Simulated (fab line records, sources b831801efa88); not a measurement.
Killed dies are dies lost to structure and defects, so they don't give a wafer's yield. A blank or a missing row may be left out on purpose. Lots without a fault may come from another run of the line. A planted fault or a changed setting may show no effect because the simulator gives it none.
Which tool did it? | flow gf180mcu | 12 lots, 36 wafers sampled, at 2 steps of a route of 602

WHAT THE GAUGES READ, wafer by wafer
GF_V4_RS_MEAS_24: measures by four-point-probe.
lot  | measured     | on            | V4_W_RS (ohm/sq)
L075 | day 24 15:56 | film_metro-03 | 0.328 0.331 0.328
L077 | day 25 07:26 | film_metro-04 | 0.328 0.326 0.328
L079 | day 26 08:01 | film_metro-03 | 0.330 0.332 0.323
L081 | day 26 21:29 | film_metro-04 | 0.332 0.335 0.336
L083 | day 27 14:52 | film_metro-03 | 0.324 0.323 0.325
L085 | day 27 23:05 | film_metro-04 | 0.329 0.323 0.328
L087 | day 28 18:58 | film_metro-04 | 0.328 0.323 0.331
L089 | day 29 10:01 | film_metro-03 | 0.319 0.331 0.322
L091 | day 29 14:43 | film_metro-03 | 0.330 0.329 0.328
L093 | day 30 00:45 | film_metro-04 | 0.330 0.323 0.330
L095 | day 30 13:50 | film_metro-03 | 0.325 0.331 0.330
L097 | day 31 11:13 | film_metro-03 | 0.332 0.331 0.330

WHICH TOOL RAN EACH LOT (tool, then ch and the chambers of the sampled wafers, then the start)
lot  | GF_M3_STRIP_17
L075 | plasma_asher-04 ch 0,1, day 21 13:08
L077 | plasma_asher-04 ch 0,1, day 22 06:02
L079 | plasma_asher-03 ch 0,1, day 23 08:39
L081 | plasma_asher-04 ch 0,1, day 24 00:05
L083 | plasma_asher-04 ch 0,1, day 24 18:55
L085 | plasma_asher-03 ch 0,1, day 25 03:53
L087 | plasma_asher-03 ch 0,1, day 26 01:29
L089 | plasma_asher-02 ch 0,1, day 26 17:23
L091 | plasma_asher-04 ch 0,1, day 26 23:44
L093 | plasma_asher-03 ch 0, day 27 10:38
L095 | plasma_asher-03 ch 0,1, day 28 00:02
L097 | plasma_asher-03 ch 0,1, day 28 23:26
- GF_M3_STRIP_17: strips in O2/N2.

THE ANSWER, worked out from the rows above alone
Rule: what is usual is taken from the lots themselves. Put in order of their means at a reading, lots are off if they are a third of the lots or fewer, leave a main group of 4 or more, and stand apart from it by a gap of 3 or more times the standard deviation of the main group's means; of several such gaps the widest counts. A main group whose means are all the same, to the digits that the tables above print for the reading, isn't used. A lot without any number at a reading at which 4 lots or more have one is off too. The other lots that the step has rows for count as sound.
No lot is off at any reading shown: from this, nothing can be told.

WHAT THE SIMULATOR HAD PUT IN
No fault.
